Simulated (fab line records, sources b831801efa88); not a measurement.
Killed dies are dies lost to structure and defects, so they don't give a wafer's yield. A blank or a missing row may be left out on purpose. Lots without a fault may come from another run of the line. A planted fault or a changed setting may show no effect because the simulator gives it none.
One fault seen from 2 desks | flow gf180mcu | each desk has only its own numbers; what lay behind them comes last

THE TOOL OWNER'S DESK: pvd_sputter-04
The tool's own readings at GF_M3_SPUTTER_01 (material TiN, target thk 30 nm, time 25 s): means of the sampled wafers that have a number, for each lot that ran on this tool. A lot is out of limits, marked OUT, if its mean lies more than 4 standard deviations from the usual mean; the brackets give that distance.
Columns: A = cathode_dc_power_W at GF_M3_SPUTTER_01, usual 6500.0 W; B = throttle_valve_pct at GF_M3_SPUTTER_01, usual 29.9 %
lot  | first seen here | A      | B
L726 | day 20 13:43    | 6501.1 | 30.8
L740 | day 25 19:33    | 6499.7 | 30.1
This desk's finding: nothing out of limits on any of the 2 lots.

THE METROLOGY DESK
What the gauges read, lot by lot, whatever tool the lot ran on: means of the sampled wafers that have a number. A lot is out of limits, marked OUT, if its mean lies more than 4 standard deviations from the usual mean; the brackets give that distance.
Columns: A = M3_ALCU_RS at GF_M3_RS_MEAS_05, usual 0.0692 ohm/sq; B = M3_OVL at GF_M3_OVL_MEAS_15, usual -1 nm
lot  | first seen here | A      | B
L725 | day 20 06:20    | 0.0699 | 4
L726 | day 20 13:50    | 0.0686 | 4
L730 | day 22 06:05    | 0.0693 | -9
L732 | day 23 01:53    | 0.0705 | -3
L734 | day 23 19:23    | 0.0693 | 4
L735 | day 24 02:13    | 0.0700 | 9
L736 | day 24 06:52    | 0.0698 | -4
L739 | day 25 11:13    | 0.0692 | 3
L740 | day 25 19:40    | 0.0680 | -1
L741 | day 25 22:46    | 0.0693 | -7
L744 | day 26 19:45    | 0.0710 | 1
L747 | day 27 16:34    | 0.0699 | 3
This desk's finding: nothing out of limits on any of the 12 lots.

PUT TOGETHER
The tool owner's desk saw nothing out of limits.
The metrology desk saw nothing out of limits.

WHAT THE SIMULATOR HAD PUT IN
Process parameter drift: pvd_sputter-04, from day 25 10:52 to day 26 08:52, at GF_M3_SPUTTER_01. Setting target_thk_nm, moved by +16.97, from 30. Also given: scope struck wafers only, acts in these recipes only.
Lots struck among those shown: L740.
